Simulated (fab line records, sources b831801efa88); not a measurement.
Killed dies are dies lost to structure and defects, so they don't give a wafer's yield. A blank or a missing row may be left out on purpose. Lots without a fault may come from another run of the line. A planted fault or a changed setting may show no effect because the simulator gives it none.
Which tool did it? | flow sky130 | 12 lots, 36 wafers sampled, at 5 steps of a route of 708

WHAT THE GAUGES READ, wafer by wafer
SKY_LDD_HVP_TW_MEAS_10.
lot  | measured     | on            | LDD_HVP_TW
L793 | day 20 23:50 | film_metro-01 | 453.6 454.2 453.8
L794 | day 21 07:02 | film_metro-01 | 457.9 455.7 454.0
L796 | day 23 03:46 | film_metro-02 | 454.3 454.5 454.5
L801 | day 25 08:39 | film_metro-01 | 450.7 452.3 455.2
L800 | day 25 11:29 | film_metro-01 | 451.4 450.4 453.2
L804 | day 25 14:04 | film_metro-04 | 456.6 459.0 456.9
L809 | day 27 20:19 | film_metro-02 | 451.7 450.3 451.0
L807 | day 27 23:35 | film_metro-01 | 452.4 453.9 454.6
L810 | day 28 13:38 | film_metro-02 | 453.3 452.3 451.9
L813 | day 28 20:38 | film_metro-01 | 452.9 453.9 454.3
L815 | day 29 10:17 | film_metro-04 | 455.3 457.2 456.4
L816 | day 29 14:44 | film_metro-01 | 452.1 450.5 452.1

SKY_SD_N_CD_MEAS_07: target cd 380 nm.
lot  | measured     | on        | cd_nm (nm)
L793 | day 27 08:38 | cd_sem-02 | 382.3 381.7 381.2
L794 | day 27 12:01 | cd_sem-02 | 379.9 379.9 378.4
L796 | day 29 07:09 | cd_sem-01 | 378.4 378.9 380.1
L801 | day 31 08:25 | cd_sem-01 | 377.9 378.3 377.6
L800 | day 31 09:32 | cd_sem-01 | 382.3 379.7 381.5
L804 | day 31 14:00 | cd_sem-01 | 382.4 381.4 382.9
L809 | day 33 17:38 | cd_sem-01 | 377.4 378.9 380.6
L807 | day 33 20:01 | cd_sem-01 | 422.7 426.1 423.1
L810 | day 34 08:23 | cd_sem-01 | 419.5 419.0 419.5
L813 | day 34 17:43 | cd_sem-02 | 382.9 382.7 383.4
L815 | day 35 02:49 | cd_sem-01 | 376.0 377.9 377.9
L816 | day 35 10:37 | cd_sem-02 | 375.2 378.6 379.0

SKY_SD_N_TW_MEAS_12.
lot  | measured     | on            | SD_N_TW
L793 | day 27 09:11 | film_metro-03 | 3985 3982 3973
L794 | day 27 12:34 | film_metro-02 | 3976 3952 3934
L796 | day 29 07:41 | film_metro-01 | 3944 3948 3940
L801 | day 31 08:58 | film_metro-01 | 3963 3971 3948
L800 | day 31 10:04 | film_metro-03 | 3998 3997 4016
L804 | day 31 14:32 | film_metro-02 | 3970 3976 3983
L809 | day 33 18:11 | film_metro-01 | 3954 3953 3943
L807 | day 33 20:34 | film_metro-01 | 3952 3967 3977
L810 | day 34 08:56 | film_metro-02 | 3966 3968 3934
L813 | day 34 18:16 | film_metro-01 | 3989 4000 3996
L815 | day 35 03:22 | film_metro-03 | 4010 4010 4021
L816 | day 35 11:10 | film_metro-03 | 3991 4009 4015

WHICH TOOL RAN EACH LOT (tool, then ch and the chambers of the sampled wafers, then the start)
lot  | SKY_SD_N_COAT_02                  | SKY_SD_N_STRIP_11
L793 | litho_track-02 ch 0, day 26 18:08 | plasma_asher-03 ch 0,1, day 27 09:05
L794 | litho_track-02 ch 0, day 26 21:22 | plasma_asher-03 ch 1, day 27 12:27
L796 | litho_track-01 ch 0, day 28 17:35 | plasma_asher-02 ch 0,1, day 29 07:35
L801 | litho_track-03 ch 0, day 30 18:13 | plasma_asher-02 ch 0,1, day 31 08:51
L800 | litho_track-02 ch 0, day 30 19:34 | plasma_asher-03 ch 0,1, day 31 09:58
L804 | litho_track-01 ch 0, day 31 00:35 | plasma_asher-03 ch 0,1, day 31 14:26
L809 | litho_track-03 ch 0, day 33 03:44 | plasma_asher-02 ch 0,1, day 33 18:05
L807 | litho_track-01 ch 0, day 33 06:20 | plasma_asher-01 ch 0,1, day 33 20:27
L810 | litho_track-01 ch 0, day 33 18:52 | plasma_asher-02 ch 0,1, day 34 08:50
L813 | litho_track-03 ch 0, day 34 03:32 | plasma_asher-01 ch 0,1, day 34 18:10
L815 | litho_track-02 ch 0, day 34 13:37 | plasma_asher-02 ch 1, day 35 03:15
L816 | litho_track-03 ch 0, day 34 21:50 | plasma_asher-03 ch 0,1, day 35 11:04
- SKY_SD_N_COAT_02: resist thk 1140 nm.
- SKY_SD_N_STRIP_11: strips in O2/N2.

WHAT THE TOOLS THEMSELVES READ (means of the sampled wafers that have a number; where no wafer has one, the mark that the record gives instead)
SKY_SD_N_COAT_02.
lot  | tool           | dispense_pressure_kPa (kPa)
L793 | litho_track-02 | 51
L794 | litho_track-02 | 51
L796 | litho_track-01 | 46
L801 | litho_track-03 | 56
L800 | litho_track-02 | 51
L804 | litho_track-01 | 45
L809 | litho_track-03 | 56
L807 | litho_track-01 | 45
L810 | litho_track-01 | 46
L813 | litho_track-03 | 56
L815 | litho_track-02 | 51
L816 | litho_track-03 | 56

SKY_SD_N_STRIP_11.
lot  | tool            | drypump_motor_current_A (A) | oes_product_au (a.u.) | strip_time_to_endpoint_s (s)
L793 | plasma_asher-03 | 6.0                         | 0.527                 | 22.51
L794 | plasma_asher-03 | 6.2                         | 0.527                 | 22.61
L796 | plasma_asher-02 | 5.2                         | 0.531                 | 22.47
L801 | plasma_asher-02 | 5.2                         | 0.529                 | 22.51
L800 | plasma_asher-03 | 6.1                         | 0.530                 | 22.53
L804 | plasma_asher-03 | 5.9                         | 0.527                 | 22.51
L809 | plasma_asher-02 | 5.6                         | 0.526                 | 22.52
L807 | plasma_asher-01 | 5.3                         | 0.485                 | 18.64
L810 | plasma_asher-02 | 5.7                         | 0.486                 | 18.62
L813 | plasma_asher-01 | 5.4                         | 0.529                 | 22.55
L815 | plasma_asher-02 | 4.8                         | 0.526                 | 22.54
L816 | plasma_asher-03 | 5.9                         | 0.529                 | 22.53

THE ANSWER, worked out from the rows above alone
Rule: what is usual is taken from the lots themselves. Put in order of their means at a reading, lots are off if they are a third of the lots or fewer, leave a main group of 4 or more, and stand apart from it by a gap of 3 or more times the standard deviation of the main group's means; of several such gaps the widest counts. A main group whose means are all the same, to the digits that the tables above print for the reading, isn't used. A lot without any number at a reading at which 4 lots or more have one is off too. The other lots that the step has rows for count as sound. The gauges are gone through in route order, then the tools' own readings, and for those a lot's mean is taken as printed above. The first step at which some lot is off is used, and at that step the reading that is off furthest; a lot without a number counts as furthest.
Off: L807, L810, at SKY_SD_N_CD_MEAS_07 (cd_nm). The main group: mean 379.8 nm, standard deviation 1.9.
A tool fits if, at a process step before that reading, it ran every lot that is off, and no sound lot after the first of them. The gauges at SKY_SD_N_CD_MEAS_07 aren't tried: what is off there is off at SKY_SD_N_STRIP_11 too, on other tools, and a gauge's error can't cause that. One fits: litho_track-01 at SKY_SD_N_COAT_02. Its last sound lot is L804 (day 31 00:35), its first lot that is off L807 (day 33 06:20): a fault that began between those two fits.

WHAT THE SIMULATOR HAD PUT IN
Process parameter drift: litho_track-01, from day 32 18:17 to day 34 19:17, at SKY_SD_N_COAT_02. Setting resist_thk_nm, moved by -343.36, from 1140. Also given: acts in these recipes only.
Lots struck among those shown: L807, L810. The rule above found the same.
